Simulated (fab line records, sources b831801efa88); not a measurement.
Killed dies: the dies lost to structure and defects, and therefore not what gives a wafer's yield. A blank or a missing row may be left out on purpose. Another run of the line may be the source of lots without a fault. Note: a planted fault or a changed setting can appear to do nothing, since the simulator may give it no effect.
Chamber matching || flow gf180mcu || GF_V5_CMP_26 on cmp-01 has 4 sister chambers
The step polishes, stops on SiO2, t overpolish 15 s, target thk 0 nm. 4 wafers are shown with their chamber, then 8 later ones without.

WAFERS PAIRED WITH THEIR CHAMBERS
{"wafer": "L862.6", "chamber": 3, "motorCurrentA (A)": 10.2}
{"wafer": "L864.5", "chamber": 1, "motorCurrentA (A)": 11.6}
{"wafer": "L864.6", "chamber": 2, "motorCurrentA (A)": 8.8}
{"wafer": "L867.1", "chamber": 0, "motorCurrentA (A)": 10.7}

WAFERS WHOSE CHAMBER IS MISSING
{"wafer": "L867.2", "motorCurrentA (A)": 9.4}
{"wafer": "L867.5", "motorCurrentA (A)": 11.0}
{"wafer": "L868.1", "motorCurrentA (A)": 11.1}
{"wafer": "L868.2", "motorCurrentA (A)": 8.9}
{"wafer": "L868.6", "motorCurrentA (A)": 10.5}
{"wafer": "L871.2", "motorCurrentA (A)": 9.2}
{"wafer": "L871.5", "motorCurrentA (A)": 9.1}
{"wafer": "L871.6", "motorCurrentA (A)": 11.5}

WHICH CHAMBER EACH ONE RAN IN
{"wafer": "L867.2", "from the rows above": "can't be placed: 2 or 3", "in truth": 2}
{"wafer": "L867.5", "from the rows above": "can't be placed: 0 or 1 or 3", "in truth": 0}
{"wafer": "L868.1", "from the rows above": "can't be placed: 0 or 1 or 3", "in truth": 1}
{"wafer": "L868.2", "from the rows above": 2, "in truth": 2}
{"wafer": "L868.6", "from the rows above": "can't be placed: 0 or 3", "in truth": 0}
{"wafer": "L871.2", "from the rows above": "can't be placed: 2 or 3", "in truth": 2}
{"wafer": "L871.5", "from the rows above": 2, "in truth": 2}
{"wafer": "L871.6", "from the rows above": 1, "in truth": 1}
Correct placement for 3 of the 8. Not placeable from these rows: 5 (in 5, the candidates include the true chamber). Wrongly placed: 0.
How it was worked out, from the rows above alone: a wafer's distance from a chamber is the root of the sum, over the readings, of the square of ((its reading less the chamber's mean) divided by the reading's scatter). The wafer belongs to the nearest chamber; if the next one is less than 2 further off, it can't be placed. A chamber's mean is the mean of its shown wafers. The scatter: with one shown wafer a chamber, the root of the mean of the squares of how far each hidden wafer lies from its nearest shown one.
